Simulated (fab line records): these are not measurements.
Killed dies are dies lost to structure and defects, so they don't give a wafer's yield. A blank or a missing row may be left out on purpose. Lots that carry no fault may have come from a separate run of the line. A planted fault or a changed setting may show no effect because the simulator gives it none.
A single fault, viewed from 2 desks ; flow sky130 ; what lay behind the numbers comes last; until then each desk has only its own

== THE TOOL OWNER'S DESK: cmp-02 ==
The tool's own readings at SKY_VIA1_CMP_02 (polishes SiO2): means of the sampled wafers that have a number, for each lot that ran on this tool. The brackets show how far a lot's mean lies from the usual mean; more than 4 standard deviations puts the lot out of limits, marked OUT.
Columns: A = motor current A at SKY_VIA1_CMP_02, usual 12.6 A; B = platen rpm at SKY_VIA1_CMP_02, usual 60.00 rpm; C = retaining ring pressure frac at SKY_VIA1_CMP_02, usual 1.001
lot;first seen here;A;B;C
L469;day 32 21:46;12.5;59.95;1.002
L472;day 33 23:50;12.6;60.02;0.999
L473;day 34 11:20;12.5;60.01;1.001
L474;day 35 00:56;13.4;59.99;0.995
L476;day 35 02:49;12.6;65.98 (+99 or more) OUT;0.999
L477;day 36 10:59;12.9;66.01 (+99 or more) OUT;1.002
L488;day 39 02:40;12.8;60.01;1.002
L489;day 39 06:21;13.1;59.99;0.995
L492;day 40 00:50;13.7;59.98;1.004
This desk finds L476, L477 out of limits, L476 being first, at day 35 02:49 (platen rpm at SKY_VIA1_CMP_02). In limits: L469, L472, L473, L474, L488, L489, L492.

== THE METROLOGY DESK ==
What the gauges read for every lot (on any tool): the sampled wafers with a number, averaged. The brackets show how far a lot's mean lies from the usual mean; more than 4 standard deviations puts the lot out of limits, marked OUT.
Columns: A = cd nm at SKY_METAL1_CD_MEAS_15, usual 140.1 nm
lot;first seen here;A
L469;day 32 20:33;141.1
L472;day 33 22:41;138.4
L473;day 34 10:08;138.2
L474;day 34 23:49;142.4
L476;day 35 01:44;139.7
L477;day 36 09:40;141.5
L483;day 37 19:11;141.1
L485;day 38 03:49;138.3
L484;day 38 05:36;138.5
L488;day 39 01:26;139.4
L489;day 39 05:04;140.2
L491;day 39 23:03;139.5
L492;day 39 23:44;140.1
This desk found nothing out of limits on any of the 13 lots.

== TAKEN TOGETHER ==
The tool owner's desk had the chance to raise an alarm at day 35 02:49 on L476, L477.
At the metrology desk, nothing out of limits was observed.
The metrology desk has L476, L477 on record, within its limits.
On cmp-02, each named lot ran SKY_VIA1_CMP_02.

== WHAT THE SIMULATOR HAD PUT IN ==
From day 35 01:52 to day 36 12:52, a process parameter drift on cmp-02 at SKY_VIA1_CMP_02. Setting platen rpm, moved by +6, from 60. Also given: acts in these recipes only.
Shown lots that were struck: L476, L477.
Hours from the fault's start to each desk's first reading out of limits: the tool owner's desk, 1.
